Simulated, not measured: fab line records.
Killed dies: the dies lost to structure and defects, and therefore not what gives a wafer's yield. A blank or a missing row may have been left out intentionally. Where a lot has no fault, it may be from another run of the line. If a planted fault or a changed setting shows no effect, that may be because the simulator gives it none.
Which of the tools did it? + flow sky130 + Sampling: 13 lots, 39 wafers, 4 of 708 route steps

WHAT THE GAUGES SHOWED, per wafer
SKY_SD_P_TW_MEAS_11.
| lot  | measured     | on            | SD_P_TW        |
|------|--------------|---------------|----------------|
| L634 | day 24 20:28 | film-metro-01 | 2816 2786 2792 |
| L635 | day 25 05:55 | film-metro-01 | 2824 2829 2808 |
| L636 | day 25 20:36 | film-metro-01 | 2809 2819 2801 |
| L637 | day 26 04:11 | film-metro-03 | 2818 2816 2817 |
| L638 | day 26 14:32 | film-metro-02 | 2782 2775 2785 |
| L639 | day 26 19:29 | film-metro-02 | 2767 2796 2770 |
| L640 | day 27 11:17 | film-metro-03 | 2796 2806 2791 |
| L641 | day 27 15:34 | film-metro-02 | 2768 2782 2780 |
| L642 | day 28 05:05 | film-metro-01 | 2786 2807 2810 |
| L648 | day 30 09:44 | film-metro-02 | 2544 2543 2536 |
| L649 | day 30 18:17 | film-metro-02 | 2550 2554 2543 |
| L651 | day 31 11:04 | film-metro-01 | 2560 2575 2545 |
| L656 | day 32 20:36 | film-metro-03 | 2826 2828 2815 |

SKY_SD_N_RS_MEAS_17: uses a four-point probe to measure.
| lot  | measured     | on            | SD_P_RS (ohm/sq)  |
|------|--------------|---------------|-------------------|
| L634 | day 27 07:35 | film-metro-02 | 147.1 147.4 147.2 |
| L635 | day 27 16:28 | film-metro-03 | 146.9 147.1 147.1 |
| L636 | day 28 06:49 | film-metro-02 | 146.4 147.0 147.0 |
| L637 | day 28 13:43 | film-metro-02 | 147.5 147.7 147.3 |
| L638 | day 28 23:08 | film-metro-01 | 146.6 146.9 146.9 |
| L639 | day 29 05:28 | film-metro-02 | 147.8 147.5 147.6 |
| L640 | day 29 20:41 | film-metro-01 | 147.6 147.0 147.2 |
| L641 | day 30 01:09 | film-metro-01 | 146.2 146.2 146.5 |
| L642 | day 30 14:16 | film-metro-03 | 147.0 147.2 146.7 |
| L648 | day 32 16:53 | film-metro-01 | 169.0 167.9 168.3 |
| L649 | day 33 01:37 | film-metro-02 | 168.2 168.4 168.7 |
| L651 | day 33 19:10 | film-metro-02 | 169.1 168.8 169.2 |
| L656 | day 35 02:27 | film-metro-02 | 147.4 147.5 146.6 |

WHAT TOOL EACH LOT RAN ON (gives the tool, then ch and the chambers of the sampled wafers, and finally the start)
| lot  | SKY_SD_P_IMPLANT_09             | SKY_SD_P_STRIP_10                    |
|------|---------------------------------|--------------------------------------|
| L634 | implanter-04 ch 0, day 24 20:16 | plasma-asher-02 ch 0,1, day 24 20:22 |
| L635 | implanter-04 ch 0, day 25 05:41 | plasma-asher-03 ch 0,1, day 25 05:49 |
| L636 | implanter-02 ch 0, day 25 20:23 | plasma-asher-02 ch 0,1, day 25 20:31 |
| L637 | implanter-02 ch 0, day 26 03:58 | plasma-asher-04 ch 0,1, day 26 04:06 |
| L638 | implanter-03 ch 0, day 26 14:18 | plasma-asher-02 ch 0,1, day 26 14:26 |
| L639 | implanter-02 ch 0, day 26 19:14 | plasma-asher-03 ch 0,1, day 26 19:23 |
| L640 | implanter-04 ch 0, day 27 11:02 | plasma-asher-02 ch 1, day 27 11:11   |
| L641 | implanter-02 ch 0, day 27 15:21 | plasma-asher-03 ch 0,1, day 27 15:28 |
| L642 | implanter-03 ch 0, day 28 04:52 | plasma-asher-04 ch 0,1, day 28 05:00 |
| L648 | implanter-02 ch 0, day 30 09:30 | plasma-asher-03 ch 1, day 30 09:38   |
| L649 | implanter-02 ch 0, day 30 18:02 | plasma-asher-04 ch 0,1, day 30 18:11 |
| L651 | implanter-02 ch 0, day 31 10:49 | plasma-asher-02 ch 0, day 31 10:58   |
| L656 | implanter-03 ch 0, day 32 20:22 | plasma-asher-03 ch 0,1, day 32 20:29 |
- SKY_SD_P_IMPLANT_09
- SKY_SD_P_STRIP_10: strips in O2/N2.

WHAT THE TOOLS THEMSELVES READ (means of the sampled wafers that have a number; where no wafer has one, the mark that the record gives instead)
SKY_SD_P_IMPLANT_09.
| lot  | tool         | beam-energy-keV | end-station-pressure-torr (Torr) |
|------|--------------|-----------------|----------------------------------|
| L634 | implanter-04 | 20.002          | 1.4e-05                          |
| L635 | implanter-04 | 19.987          | 1.5e-05                          |
| L636 | implanter-02 | 20.000          | 1.5e-05                          |
| L637 | implanter-02 | 19.996          | 1.4e-05                          |
| L638 | implanter-03 | 19.996          | 1.4e-05                          |
| L639 | implanter-02 | 19.997          | 1.4e-05                          |
| L640 | implanter-04 | 20.000          | 1.4e-05                          |
| L641 | implanter-02 | 19.998          | 1.5e-05                          |
| L642 | implanter-03 | 19.998          | 1.3e-05                          |
| L648 | implanter-02 | 14.602          | 1.4e-05                          |
| L649 | implanter-02 | 14.595          | 1.4e-05                          |
| L651 | implanter-02 | 14.596          | 1.5e-05                          |
| L656 | implanter-03 | 20.006          | 1.3e-05                          |

SKY_SD_P_STRIP_10.
| lot  | tool            | chamber-pressure-mTorr (mTorr) | drypump-motor-current-A (A) | oes-product-au (a.u.) | strip-time-to-endpoint-s (s) |
|------|-----------------|--------------------------------|-----------------------------|-----------------------|------------------------------|
| L634 | plasma-asher-02 | 1499.9                         | 5.7                         | 0.617                 | 17.48                        |
| L635 | plasma-asher-03 | 1500.7                         | 6.7                         | 0.616                 | 17.50                        |
| L636 | plasma-asher-02 | 1499.9                         | 5.7                         | 0.618                 | 17.52                        |
| L637 | plasma-asher-04 | 1500.6                         | 5.6                         | 0.620                 | 17.44                        |
| L638 | plasma-asher-02 | 1498.9                         | 5.7                         | 0.612                 | 17.47                        |
| L639 | plasma-asher-03 | 1499.9                         | 6.7                         | 0.618                 | 17.49                        |
| L640 | plasma-asher-02 | 1500.4                         | 6.0                         | 0.617                 | 17.45                        |
| L641 | plasma-asher-03 | 1500.1                         | 6.7                         | 0.618                 | 17.49                        |
| L642 | plasma-asher-04 | 1500.4                         | 5.9                         | 0.616                 | 17.44                        |
| L648 | plasma-asher-03 | 1500.9                         | 6.7                         | 0.636                 | 16.65                        |
| L649 | plasma-asher-04 | 1499.5                         | 5.6                         | 0.635                 | 16.63                        |
| L651 | plasma-asher-02 | 1500.9                         | 5.2                         | 0.637                 | 16.69                        |
| L656 | plasma-asher-03 | 1499.5                         | 6.7                         | 0.623                 | 17.48                        |

THE ANSWER, worked out from the rows above alone
Rule: the lots themselves supply what counts as usual. Put in order of their means at a reading, lots are off if they are a third of the lots or fewer, leave a main group of 4 or more, and stand apart from it by a gap of 3 or more times the standard deviation of the main group's means; of several such gaps the widest counts. A main group is skipped when, at the precision printed for the reading in the tables above, its means are all equal. Also off: a lot with no number at a reading for which 4 or more lots have one. All remaining lots with rows at the step are treated as sound. First the gauges in route order, then the tools' own readings, where a lot's mean is used as printed above. At the first step where some lot is off, the reading lying furthest off is the one used; lots without a number count as furthest.
Off: at SKY_SD_P_TW_MEAS_11 (SD_P_TW), L648, L649, L651. The main group: mean 2800, standard deviation 17.
If a tool, at a process step before that reading, ran all the lots that are off and no sound lot after the first of them, it fits. The gauges at SKY_SD_P_TW_MEAS_11 aren't tried: what is off there is off at SKY_SD_P_IMPLANT_09 too, on other tools, and a gauge's error can't cause that. One fits: SKY_SD_P_IMPLANT_09 on implanter-02. A fault onset in the window from L641 (day 27 15:21, its last sound lot) to L648 (day 30 09:30, its first lot off) fits.
On the lots that are off, the tool's own readings at SKY_SD_P_IMPLANT_09 differ by more than 5 times the standard deviation of the sound lots' means, which bears it out; beam-energy-keV reads 14.598 there versus 19.998 on the sound lots.

WHAT THE SIMULATOR HAD PUT IN
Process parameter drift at SKY_SD_P_IMPLANT_09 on implanter-02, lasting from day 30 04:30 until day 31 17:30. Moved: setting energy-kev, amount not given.
Struck lots among those shown: L648, L649, L651. The rule given above showed the same thing.
